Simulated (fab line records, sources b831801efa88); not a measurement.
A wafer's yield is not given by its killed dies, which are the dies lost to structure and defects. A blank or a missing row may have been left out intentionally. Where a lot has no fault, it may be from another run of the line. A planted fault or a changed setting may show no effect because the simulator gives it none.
fab line records ; flow sky130
record: lots: 5; wafers: 15; last_day: 50
route steps=708 shown LDD_LDN@299 SPACER@304 POLY_CUT@307 PAD_OPEN@708
lots that met no fault: from a run of the same line without faults
start_h: the number of hours between the record's first day and the start of the first shown wafer of the lot ; wait_h: hours elapsed since this lot's preceding step ; " identical to the entry in the row above ; L1.1+2: several wafers, shown together as one row ; - no value present, or no start provided ; * or withheld: withheld ; < > ~ a bound
route shown NAME@n: names a module that has steps shown in the file, with the first one's number in the route ; usual: mean/standard deviation of fault-free wafers ; same: alike in all rows ; chamber/n: place in a boat ; sites: readings site by site ; _std_site: how widely they spread, as a standard deviation ; _edge_site: the outer-site mean with the inner-site mean subtracted ; radius_mm: how far each site lies from the wafer's centre ; mask NAME#n: copy n ; behind: tool/chamber where the wafer was last shaped ; hold: reason for holding the lot/hours on hold/outcome of the hold ; device: names the non-switching transistor (n, p or np) ; end of line: the tests these same wafers got at the end of their route ; where a step has no rows: the recipe by itself ; killed: dies that structure and defects cost at the first sort, which is not the same as the wafer's yield ; map: shows each die of a wafer: x if killed, . if not, _ if none is there
set.NAME: the setting that was run; set.NAME@STEP: the one run at that earlier step ; model.NAME: the simulator's own value behind a step, which no gauge read
lots at selected steps of the route; one table per step, one row per wafer
services: a tool's chamber out of use, with start hour (start_h, from the record's first day; less than 0 if before it), hours out, and reason
== steps ==
step: SKY_LDD_LDN_IMPLANT_10
recipe: species: As; energy_kev: 15; dose_cm2: 1.25e+13; tilt_deg: withheld; rotation_deg: 203
step: SKY_LDD_LDN_IMPLANT_11
recipe: species: As; energy_kev: 15; dose_cm2: 1.25e+13; tilt_deg: withheld; rotation_deg: 293
step: SKY_LDD_LDN_STRIP_12
recipe: chemistry: O2/N2; power_w: 1400; pressure_mtorr: 1500; platen_temp_c: withheld; o2_flow_sccm: 3000; n2_flow_sccm: 300; overash_fraction: 0.5
usual: drypump_motor_current_A: 5.8/0.53; o2_flow_sccm: 3000/8.6; oes_product_au: 0.716/0.0047; strip_time_to_endpoint_s: 14.18/0.045
same: overash_fraction: 0.5
lot.wafer;tool;chamber;start_h;wait_h;drypump_motor_current_A;o2_flow_sccm;oes_product_au;rf_hours_counter_h;strip_time_to_endpoint_s
L311.1;plasma_asher-01;0;532.15;0.1;6.5;2991;0.718;41;14.16
L311.2;plasma_asher-01;1;532.15;0.1;5.4;2999;0.719;41;14.15
L311.3;plasma_asher-01;0;532.15;0.1;6.5;2995;0.703;-;14.20
L312.1;plasma_asher-02;0;540.10;0.1;5.5;2990;0.722;10;14.12
L312.2;plasma_asher-02;1;540.10;0.1;5.4;2996;0.714;10;14.17
L312.5;plasma_asher-02;1;540.10;0.1;5.4;2983;0.725;-;14.14
L323.3;plasma_asher-01;0;641.38;0.1;6.6;3012;0.709;-;14.16
L323.4;plasma_asher-01;1;641.38;0.1;5.4;3007;0.719;-;14.10
L323.5;plasma_asher-01;1;641.38;0.1;5.4;3012;0.719;-;14.14
L326.1;plasma_asher-03;1;662.50;0.1;5.4;3006;0.717;84;14.30
L326.3;plasma_asher-03;0;662.50;0.1;6.4;3015;0.719;-;14.31
L326.6;plasma_asher-03;0;662.50;0.1;6.4;3022;0.716;-;14.27
L333.2;plasma_asher-03;0;711.65;0.1;6.5;3002;0.718;89;14.21
L333.4;plasma_asher-03;0;711.65;0.1;6.4;2988;0.715;-;14.22
L333.5;plasma_asher-03;0;711.65;0.1;6.4;2999;0.713;-;14.21
step: SKY_LDD_LDN_TW_MEAS_13
usual: LDD_LDN_TW: 1480/10
lot.wafer;tool;chamber;start_h;wait_h;LDD_LDN_TW
L311.1;film_metro-04;-;532.25;0.1;1473
L311.2;film_metro-04;-;532.25;0.1;1462
L311.3;film_metro-04;-;532.25;0.1;1470
L312.1;film_metro-01;-;540.20;0.1;1483
L312.2;film_metro-01;-;540.20;0.1;1486
L312.5;film_metro-01;-;540.20;0.1;1484
L323.3;film_metro-02;-;641.47;0.1;1470
L323.4;film_metro-02;-;641.47;0.1;1475
L323.5;film_metro-02;-;641.47;0.1;1484
L326.1;film_metro-04;-;662.60;0.1;1469
L326.3;film_metro-04;-;662.60;0.1;1464
L326.6;film_metro-04;-;662.60;0.1;1475
L333.2;film_metro-01;-;711.76;0.1;1489
L333.4;film_metro-01;-;711.76;0.1;1496
L333.5;film_metro-01;-;711.76;0.1;1489
step: SKY_LDD_LDN_CLEAN_14
recipe: chemistry: SC1/SC2; mix: 1:4:20; temp_c: 70; time_s: 150; dry: n2_spin
step: SKY_SPACER_CVD_00
recipe: material: Si3N4; precursor: DCS/NH3; target_thk_nm: 43.1; temp_c: 770; time_s: 740; pressure_mtorr: 250
step: SKY_SPACER_THK_MEAS_01
recipe: reads: Si3N4_of_SPACER_CVD_00
usual: SPACER_CVD_00_THK: 43.2/0.44
lot.wafer;tool;chamber;start_h;wait_h;SPACER_CVD_00_THK[nm]
L311.1;film_metro-01;-;534.49;0.0;42.6
L311.2;film_metro-01;-;534.49;0.0;42.5
L311.3;film_metro-01;-;534.49;0.0;42.7
L312.1;film_metro-01;-;543.30;0.0;43.3
L312.2;film_metro-01;-;543.30;0.0;43.2
L312.5;film_metro-01;-;543.30;0.0;43.0
L323.3;film_metro-01;-;642.78;0.0;43.2
L323.4;film_metro-01;-;642.78;0.0;42.9
L323.5;film_metro-01;-;642.78;0.0;43.4
L326.1;film_metro-02;-;663.92;0.0;43.1
L326.3;film_metro-02;-;663.92;0.0;43.1
L326.6;film_metro-02;-;663.92;0.0;43.3
L333.2;film_metro-03;-;713.56;0.0;42.4
L333.4;film_metro-03;-;713.56;0.0;42.6
L333.5;film_metro-03;-;713.56;0.0;42.8
step: SKY_SPACER_ETCHBACK_02
recipe: chemistry: CH3F/O2; target: Si3N4; stop_on: SiO2; source_w: 400; bias_w: 80; pressure_mtorr: 25; ch3f_flow_sccm: 40; O2_flow_sccm: 30; time_s: 46.7; target_depth_a: 450
usual: drypump_motor_current_A: 5.9/0.36; oes_product_au: 0.855/0.007; throttle_valve_pct: 10.562/0.0099
lot.wafer;tool;chamber;start_h;wait_h;drypump_motor_current_A;oes_product_au;rf_hours_counter_h;throttle_valve_pct
L311.1;rie_diel-02;0;534.55;0.1;5.1;0.846;72;10.565
L311.2;rie_diel-02;2;534.55;0.1;5.8;0.843;78;10.551
L311.3;rie_diel-02;3;534.55;0.1;5.7;0.845;58;10.546
L312.1;rie_diel-01;1;543.36;0.1;6.2;0.854;9;10.557
L312.2;rie_diel-01;2;543.36;0.1;6.0;0.858;13;10.566
L312.5;rie_diel-01;0;543.36;0.1;6.2;0.848;-;10.584
L323.3;rie_diel-02;0;642.82;0.0;5.1;0.857;0;10.581
L323.4;rie_diel-02;2;642.82;0.0;5.8;0.848;1;10.551
L323.5;rie_diel-02;1;642.82;0.0;5.7;0.856;-;10.559
L326.1;rie_diel-04;3;663.98;0.1;6.3;0.855;6;10.549
L326.3;rie_diel-04;1;663.98;0.1;6.2;0.852;47;10.575
L326.6;rie_diel-04;3;663.98;0.1;6.3;0.855;-;10.561
L333.2;rie_diel-02;3;713.61;0.0;5.7;0.842;1;10.573
L333.4;rie_diel-02;2;713.61;0.0;5.8;0.842;3;10.549
L333.5;rie_diel-02;2;713.61;0.0;5.8;0.846;-;10.565
step: SKY_POLY_CUT_DEHYDRATE_00
recipe: temp_c: 200; time_s: 60
step: SKY_POLY_CUT_HMDS_01
recipe: prime_time_s: 60; prime_temp_c: 120
step: SKY_POLY_CUT_COAT_02
recipe: resist: BARC; temp_c: withheld; time_s: withheld; spin_rpm: 3000; resist_thk_nm: 60
step: SKY_POLY_CUT_COAT_03
recipe: resist: KrF-thick; spin_rpm: 3000; resist_thk_nm: 450
step: SKY_POLY_CUT_SOFTBAKE_04
recipe: temp_c: 100; time_s: 90; resist: KrF-thick
usual: chill_plate_temp_C: 23.00/0.087; heater_power_total_W: 57.36/0.12; run_length_s: 119.28/0.14
lot.wafer;tool;chamber;start_h;wait_h;chill_plate_temp_C;heater_power_total_W;run_length_s
L311.1;litho_track-03;0;549;-;22.99;57.49;119.56
L311.2;litho_track-03;0;549;-;23.09;57.47;119.37
L311.3;litho_track-03;0;549;-;23.01;57.43;119.19
L312.1;litho_track-03;0;557;-;23.00;57.21;119.30
L312.2;litho_track-03;0;557;-;22.94;57.47;119.40
L312.5;litho_track-03;0;557;-;22.87;57.50;119.39
L323.3;litho_track-03;0;657;-;23.09;57.57;119.24
L323.4;litho_track-03;0;657;-;23.05;59.24;111.44
L323.5;litho_track-03;0;657;-;23.00;59.34;111.49
L326.1;litho_track-02;0;677;-;22.98;57.50;119.30
L326.3;litho_track-02;0;677;-;23.13;57.49;119.30
L326.6;litho_track-02;0;678;-;23.14;57.54;119.26
L333.2;litho_track-03;0;728;-;22.81;57.59;119.34
L333.4;litho_track-03;0;728;-;23.00;57.18;119.19
L333.5;litho_track-03;0;728;-;23.01;57.54;119.41
step: SKY_POLY_CUT_EXPOSE_05
recipe: mask_id: NPCM; na: 0.8; source_shape: annular; sigma_inner: 0.55; sigma_outer: 0.85; target_cd_nm: 270; dose_mj: 32
step: SKY_PAD_OPEN_PROBE_99
usual: killed_at_M0_to_M3: 42/6.1; killed_at_M4_up: 3.4/2; killed_at_contacts: 23/4.8; killed_at_front_end: 15/3.8; killed_at_other: 0.3/0.48; killed_dies: 84/8.5; killed_open: 46/6.8; killed_short: 38/6.2
same: gross_dies: 492; killed_at_back_side: 0
lot.wafer;tool;chamber;start_h;wait_h;killed_at_M0_to_M3;killed_at_M4_up;killed_at_contacts;killed_at_front_end;killed_at_other;killed_dies;killed_open;killed_short
L311.1;prober-02;-;1083.64;0.1;52;5;17;19;0;93;50;42
L311.2;prober-02;-;1083.69;0.1;53;3;15;15;0;86;42;44
L311.3;prober-02;-;1083.74;0.2;46;2;31;16;0;95;55;39
L312.1;prober-01;-;1088.14;0.1;58;1;26;18;0;103;58;45
L312.2;prober-01;-;1088.19;0.1;41;7;22;22;1;93;59;33
L312.5;prober-01;-;1088.34;0.2;42;2;28;15;0;87;53;34
L323.3;prober-02;-;1156.77;0.2;45;7;24;14;0;90;60;29
L323.4;prober-02;-;1156.82;0.2;50;8;24;15;1;98;57;40
L323.5;prober-02;-;1156.87;0.2;41;6;27;22;0;96;57;39
L326.1;prober-01;-;1171.04;0.1;44;4;26;13;0;87;51;36
L326.3;prober-01;-;1171.14;0.2;50;2;24;11;1;88;43;45
L326.6;prober-01;-;1171.29;0.2;48;2;22;15;1;88;44;43
L333.2;prober-01;-;1198.08;0.1;41;1;20;21;0;83;45;38
L333.4;prober-01;-;1198.18;0.2;45;2;25;15;1;88;43;44
L333.5;prober-01;-;1198.23;0.2;39;2;25;19;0;85;42;42
killed by level:class
L311.1 VIA1:geometric_particle:short=11 VIA1:geometric_particle:open=8 VIA2:geometric_particle:open=8 FIELD_ISO:geometric_particle:open=7 CONTACT:geometric_particle:open=7 METAL2:geometric_particle:short=6 VIA3:geometric_particle:open=6 LI_CONTACT:geometric_particle:open=5
L311.2 VIA3:geometric_particle:open=9 VIA1:geometric_particle:open=9 VIA2:geometric_particle:open=7 CONTACT:geometric_particle:open=6 METAL2:geometric_particle:short=6 METAL1:geometric_particle:short=5 VIA3:geometric_particle:short=5 FIELD_ISO:geometric_particle:short=4
L311.3 CONTACT:geometric_particle:open=15 VIA1:geometric_particle:open=11 VIA3:geometric_particle:open=8 VIA2:geometric_particle:open=7 FIELD_ISO:geometric_particle:short=6 LI_CONTACT:geometric_particle:short=5 LI_CONTACT:geometric_particle:open=4 LOCAL_INTERCONNECT:geometric_particle:short=4
L312.1 VIA1:geometric_particle:open=17 CONTACT:geometric_particle:open=10 POLY_GATE:geometric_particle:short=6 LI_CONTACT:geometric_particle:open=6 METAL1:geometric_particle:short=6 METAL3:geometric_particle:short=6 VIA2:geometric_particle:open=5 FIELD_ISO:geometric_particle:open=4
L312.2 VIA1:geometric_particle:open=13 CONTACT:geometric_particle:open=10 POLY_GATE:geometric_particle:open=7 VIA2:geometric_particle:open=6 VIA2:geometric_particle:short=5 VIA3:geometric_particle:open=5 CONTACT:geometric_particle:short=4 LI_CONTACT:geometric_particle:open=4
L312.5 VIA1:geometric_particle:open=13 CONTACT:geometric_particle:open=9 LOCAL_INTERCONNECT:geometric_particle:short=7 VIA2:geometric_particle:open=7 VIA1:geometric_particle:short=6 CONTACT:geometric_particle:short=5 VIA3:geometric_particle:open=5 FIELD_ISO:geometric_particle:open=4
L323.3 VIA1:geometric_particle:open=14 CONTACT:geometric_particle:open=10 VIA2:geometric_particle:open=8 VIA3:geometric_particle:open=5 POLY_GATE:geometric_particle:open=5 LI_CONTACT:geometric_particle:open=4 CONTACT:geometric_particle:short=4 METAL2:geometric_particle:short=4
L323.4 VIA1:geometric_particle:open=16 CONTACT:geometric_particle:open=11 VIA2:geometric_particle:open=11 METAL1:geometric_particle:short=7 LI_CONTACT:geometric_particle:short=6 VIA3:geometric_particle:open=6 FIELD_ISO:geometric_particle:short=5 FIELD_ISO:geometric_particle:open=4
L323.5 CONTACT:geometric_particle:open=13 VIA1:geometric_particle:open=12 VIA3:geometric_particle:open=7 FIELD_ISO:geometric_particle:open=6 LI_CONTACT:geometric_particle:open=6 CONTACT:geometric_particle:short=5 METAL2:geometric_particle:short=5 SPACER:geometric_particle:short=4
L326.1 CONTACT:geometric_particle:open=10 LI_CONTACT:geometric_particle:open=6 VIA2:geometric_particle:short=6 VIA2:geometric_particle:open=6 VIA3:geometric_particle:open=6 CONTACT:geometric_particle:short=5 FIELD_ISO:geometric_particle:open=4 METAL2:geometric_particle:open=4
L326.3 CONTACT:geometric_particle:open=9 VIA3:geometric_particle:open=9 VIA1:geometric_particle:open=8 LI_CONTACT:geometric_particle:open=7 METAL1:geometric_particle:short=7 METAL2:geometric_particle:short=7 VIA1:geometric_particle:short=6 VIA2:geometric_particle:open=5
L326.6 VIA1:geometric_particle:open=9 VIA2:geometric_particle:open=9 CONTACT:geometric_particle:open=7 METAL1:geometric_particle:short=7 VIA3:geometric_particle:short=7 LI_CONTACT:geometric_particle:open=6 METAL2:geometric_particle:short=5 LI_CONTACT:geometric_particle:short=5
L333.2 VIA1:geometric_particle:open=9 FIELD_ISO:geometric_particle:short=8 METAL2:geometric_particle:short=7 VIA2:geometric_particle:open=7 FIELD_ISO:geometric_particle:open=6 CONTACT:geometric_particle:open=6 LI_CONTACT:geometric_particle:open=5 VIA3:geometric_particle:open=5
L333.4 VIA3:geometric_particle:open=9 CONTACT:geometric_particle:open=8 LOCAL_INTERCONNECT:geometric_particle:short=7 VIA1:geometric_particle:open=6 VIA2:geometric_particle:short=6 VIA2:geometric_particle:open=6 LI_CONTACT:geometric_particle:open=5 FIELD_ISO:geometric_particle:open=4
L333.5 CONTACT:geometric_particle:open=10 METAL1:geometric_particle:short=9 VIA3:geometric_particle:open=7 CONTACT:geometric_particle:short=6 VIA2:geometric_particle:open=6 VIA1:geometric_particle:open=6 LI_CONTACT:geometric_particle:open=5 FIELD_ISO:geometric_particle:short=4
== services ==
tool;chamber;start_h;hours;kind
litho_track-02;-;538.91;-;consumable_replace:filter
plasma_asher-02;-;556.41;12.3;pm
rie_diel-04;1;557.94;4.3;repair
rie_diel-02;2;561.84;-;clean
rie_diel-02;2;561.84;32.6;scheduled_down
rie_diel-02;2;561.84;32.6;vent_cycle
rie_diel-01;0;573.92;11.8;repair
plasma_asher-02;-;576.48;2.1;repair
rie_diel-02;3;589.46;20.1;repair
rie_diel-04;2;589.87;-;clean
rie_diel-04;2;589.87;20.7;scheduled_down
rie_diel-04;2;589.87;20.7;vent_cycle
rie_diel-02;0;609.60;-;clean
rie_diel-02;0;609.60;11.9;scheduled_down
rie_diel-02;0;609.60;11.9;vent_cycle
rie_diel-04;2;614.01;84.9;repair
rie_diel-02;3;645.45;-;clean
rie_diel-02;3;645.45;20.1;scheduled_down
rie_diel-02;3;645.45;20.1;vent_cycle
rie_diel-02;1;657.53;8.8;repair
rie_diel-01;3;671.04;12.9;repair
rie_diel-02;1;714.07;28.0;repair
plasma_asher-01;-;719.23;14.6;pm
rie_diel-02;-;726.06;2.4;repair
== key ==
first_sign: step: SKY_POLY_CUT_SOFTBAKE_04; reading: run_length_s; direction: down; sigmas: 54; usual: *; struck: *
effect: step: SKY_POLY_CUT_SOFTBAKE_04; reading: heater_power_total_W; direction: up; sigmas: 16; usual: *; struck: *
met_at SKY_POLY_CUT_SOFTBAKE_04
struck_wafers L323.4,L323.5
tester_left_out L323
onset_between 557 657
fault: kind: process_parameter_drift; tool: litho_track-03; chamber: -; onset_h: 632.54; steps: SKY_POLY_CUT_SOFTBAKE_04; channel: time_s; offset: *; shape: step; end_h: 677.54; scope: struck_wafers_only; acts_in: *; stated: *
tester_left_out: of these lots the tester's yield and bins aren't shown, on N5 and GAA mostly nor the transistor test; their killed dies are dies lost to structure and defects alone, not to doping, threshold or leakage, so they don't give the yield
